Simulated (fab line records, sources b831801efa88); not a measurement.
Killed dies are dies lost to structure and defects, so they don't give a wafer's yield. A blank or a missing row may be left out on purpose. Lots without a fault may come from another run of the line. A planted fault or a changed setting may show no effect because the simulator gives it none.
Which tool did it? | flow sky130 | 15 lots, 45 wafers sampled, at 3 steps of a route of 708

WHAT THE GAUGES READ, wafer by wafer
SKY_METAL3_OVL_MEAS_14.
lot  | measured     | on         | METAL3_OVL (nm)
L668 | day 38 03:14 | overlay-01 | 3 0 -3
L667 | day 38 06:35 | overlay-01 | 1 1 -6
L670 | day 39 14:01 | overlay-02 | -3 0 -12
L671 | day 39 22:29 | overlay-02 | 3 6 2
L673 | day 40 07:44 | overlay-01 | -4 -13 -4
L672 | day 40 08:23 | overlay-02 | -8 -14 -7
L675 | day 40 17:56 | overlay-02 | 5 -1 -2
L676 | day 41 05:58 | overlay-01 | 0 6 -2
L680 | day 42 08:48 | overlay-01 | 6 8 7
L681 | day 42 13:44 | overlay-01 | -2 -2 7
L682 | day 42 15:59 | overlay-01 | 0 3 -5
L688 | day 44 19:29 | overlay-01 | -4 -5 -6
L689 | day 44 20:26 | overlay-01 | -2 -5 -3
L687 | day 44 22:52 | overlay-01 | -4 0 0
L690 | day 45 02:20 | overlay-01 | 1 12 8

SKY_VIA3_BOW_MEAS_03.
lot  | measured     | on            | VIA3_BOW (um)
L668 | day 38 04:47 | film_metro-01 | 93 96 83
L667 | day 38 08:09 | film_metro-01 | 77 81 80
L670 | day 39 15:30 | film_metro-01 | 78 81 83
L671 | day 39 23:58 | film_metro-03 | 83 81 79
L673 | day 40 09:16 | film_metro-01 | 83 83 78
L672 | day 40 09:55 | film_metro-03 | 75 92 75
L675 | day 40 19:58 | film_metro-01 | 85 80 84
L676 | day 41 07:28 | film_metro-02 | 76 68 79
L680 | day 42 10:31 | film_metro-03 | 86 80 76
L681 | day 42 15:13 | film_metro-01 | 78 77 82
L682 | day 42 17:29 | film_metro-02 | 71 74 77
L688 | day 44 21:07 | film_metro-01 | 81 72 64
L689 | day 44 22:00 | film_metro-03 | 72 73 79
L687 | day 45 00:22 | film_metro-02 | 85 77 82
L690 | day 45 04:16 | film_metro-03 | 86 89 91

SKY_CAP2M_THK_MEAS_01.
lot  | measured     | on            | CAP2M_CVD_00_THK (nm)
L668 | day 39 07:22 | film_metro-04 | 15.61 15.88 15.62
L667 | day 39 10:49 | film_metro-04 | 15.74 15.54 15.75
L670 | day 40 17:17 | film_metro-02 | 15.13 15.47 15.46
L671 | day 41 02:40 | film_metro-01 | 15.56 15.76 16.06
L673 | day 41 11:23 | film_metro-01 | 15.38 15.73 15.58
L672 | day 41 11:46 | film_metro-04 | 15.11 15.57 15.43
L675 | day 41 21:50 | film_metro-02 | 14.95 15.16 15.51
L676 | day 42 08:47 | film_metro-01 | 15.36 15.42 15.46
L680 | day 43 11:37 | film_metro-04 | 15.64 15.48 16.18
L681 | day 43 16:49 | film_metro-04 | 15.24 15.72 15.33
L682 | day 43 17:43 | film_metro-02 | 15.21 15.75 15.32
L688 | day 45 20:04 | film_metro-04 | 15.13 15.66 15.48
L689 | day 45 20:44 | film_metro-04 | 15.17 15.46 15.51
L687 | day 45 22:42 | film_metro-01 | 14.94 15.76 15.79
L690 | day 46 02:30 | film_metro-04 | 15.32 15.52 15.86

WHICH TOOL RAN EACH LOT (tool, then ch and the chambers of the sampled wafers, then the start)
The record holds no process step before these readings.

WHAT THE TOOLS THEMSELVES READ (means of the sampled wafers that have a number; where no wafer has one, the mark that the record gives instead)
The record holds no such reading with a usual standard deviation.

THE ANSWER, worked out from the rows above alone
Rule: what is usual is taken from the lots themselves. Put in order of their means at a reading, lots are off if they are a third of the lots or fewer, leave a main group of 4 or more, and stand apart from it by a gap of 3 or more times the standard deviation of the main group's means; of several such gaps the widest counts. A main group whose means are all the same, to the digits that the tables above print for the reading, isn't used. A lot without any number at a reading at which 4 lots or more have one is off too. The other lots that the step has rows for count as sound. The gauges are gone through in route order, then the tools' own readings, and for those a lot's mean is taken as printed above. The first step at which some lot is off is used, and at that step the reading that is off furthest; a lot without a number counts as furthest.
No lot is off at any reading shown: from this, nothing can be told.

WHAT THE SIMULATOR HAD PUT IN
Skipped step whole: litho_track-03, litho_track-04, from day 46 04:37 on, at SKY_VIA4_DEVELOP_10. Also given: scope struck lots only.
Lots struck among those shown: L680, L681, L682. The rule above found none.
